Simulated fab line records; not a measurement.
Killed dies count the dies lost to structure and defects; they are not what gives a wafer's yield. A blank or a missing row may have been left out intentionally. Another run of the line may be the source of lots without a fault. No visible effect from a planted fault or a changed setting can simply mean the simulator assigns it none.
Check for tools in common -- flow sky130 -- 11 lots and 33 wafers in the sample

== WHAT PROMPTED THE OPENING ==
3 of 11 lots carry a flag on the reading RES_XHIGH_TW at SKY_RES_XHIGH_TW_MEAS_09. Fault-free wafers read 1655, with a standard deviation of 12.
Rule: flag the lot when none of its wafers has a number, or when each of its wafers that has one lies beyond 4 standard deviations from that mean. All remaining lots are regarded as sound.

lot,measured,on,"RES_XHIGH_TW, wafer by wafer",flag
L854,day 27 23:10,filmMetro-02,1643 1647 1660,
L856,day 28 00:26,filmMetro-02,1658 1662 1651,
L855,day 28 07:06,filmMetro-01,1690 1688 1675,
L857,day 29 00:29,filmMetro-02,1649 1653 1653,
L859,day 30 01:11,filmMetro-02,1657 1659 1663,
L864,day 32 03:51,filmMetro-02,1403 1399 1398,FLAGGED
L868,day 32 07:27,filmMetro-02,1404 1407 1407,FLAGGED
L867,day 32 09:47,filmMetro-03,1385 1387 1393,FLAGGED
L872,day 33 12:35,filmMetro-03,1644 1641 1652,
L873,day 33 16:15,filmMetro-03,1644 1642 1642,
L875,day 34 13:35,filmMetro-03,1640 1643 1654,
Average over the flagged lots: 1398; offset from the usual -257, equal to -21 standard deviations.

== EACH LOT AND THE TOOL IT RAN ON ==
The record holds 2 process steps before the reading, out of a route of 708 steps. Cell contents, in order: the tool; ch with the chambers the sampled wafers went through; the start.
lot,flag,SKY_RES_XHIGH_IMPLANT_07,SKY_RES_XHIGH_STRIP_08
L854,,"implanter-03 ch 0, day 27 22:57","plasmaAsher-02 ch 0,1, day 27 23:05"
L856,,"implanter-04 ch 0, day 28 00:12","plasmaAsher-03 ch 0,1, day 28 00:20"
L855,,"implanter-04 ch 0, day 28 06:51","plasmaAsher-01 ch 0, day 28 07:00"
L857,,"implanter-02 ch 0, day 29 00:14","plasmaAsher-02 ch 0, day 29 00:23"
L859,,"implanter-02 ch 0, day 30 00:56","plasmaAsher-01 ch 0,1, day 30 01:05"
L864,FLAGGED,"implanter-04 ch 0, day 32 03:36","plasmaAsher-02 ch 0,1, day 32 03:45"
L868,FLAGGED,"implanter-04 ch 0, day 32 07:14","plasmaAsher-01 ch 0,1, day 32 07:22"
L867,FLAGGED,"implanter-04 ch 0, day 32 09:32","plasmaAsher-03 ch 0, day 32 09:41"
L872,,"implanter-03 ch 0, day 33 12:20","plasmaAsher-03 ch 0,1, day 33 12:29"
L873,,"implanter-02 ch 0, day 33 16:02","plasmaAsher-01 ch 0,1, day 33 16:10"
L875,,"implanter-03 ch 0, day 34 13:21","plasmaAsher-02 ch 0,1, day 34 13:29"
These steps, and what they do:
- SKY_RES_XHIGH_IMPLANT_07
- SKY_RES_XHIGH_STRIP_08: strips in O2/N2.
- SKY_RES_XHIGH_TW_MEAS_09

== FLAGGED OVER TOTAL, TOOL BY TOOL (the gauges that took the reading come last) ==
step,tool,lots run,flagged,share of the flagged lots,sound lots run after its first flagged lot
SKY_RES_XHIGH_IMPLANT_07,implanter-02,3,0,none,-
SKY_RES_XHIGH_IMPLANT_07,implanter-03,3,0,none,-
SKY_RES_XHIGH_IMPLANT_07,implanter-04,5,3,all,0
SKY_RES_XHIGH_STRIP_08,plasmaAsher-01,4,1,some,1 (L873)
SKY_RES_XHIGH_STRIP_08,plasmaAsher-02,4,1,some,1 (L875)
SKY_RES_XHIGH_STRIP_08,plasmaAsher-03,3,1,some,1 (L872)
SKY_RES_XHIGH_TW_MEAS_09,filmMetro-01,1,0,none,-
SKY_RES_XHIGH_TW_MEAS_09,filmMetro-02,6,2,some,0
SKY_RES_XHIGH_TW_MEAS_09,filmMetro-03,4,1,some,"3 (L872,L873,L875)"

== WHAT THE TABLE PERMITS ==
All flagged lots share 1 row of the table, namely implanter-04 at SKY_RES_XHIGH_IMPLANT_07.
- implanter-04 at SKY_RES_XHIGH_IMPLANT_07: 3 of its 5 lots flagged. It ran its last sound lot, L855, at day 28 06:51 and its first flagged lot, L864, at day 32 03:36: a fault with its onset between the two fits. Its own readings (doseIonsCm2) fall more than 4 standard deviations out on all wafers of the flagged lots.
Left over: one tool, implanter-04 at SKY_RES_XHIGH_IMPLANT_07.

== WHAT THE SIMULATOR HAD INSERTED ==
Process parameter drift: implanter-04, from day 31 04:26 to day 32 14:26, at SKY_RES_XHIGH_IMPLANT_07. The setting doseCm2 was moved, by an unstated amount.
Struck lots among those shown: L864, L868, L867. The rule above found the same.
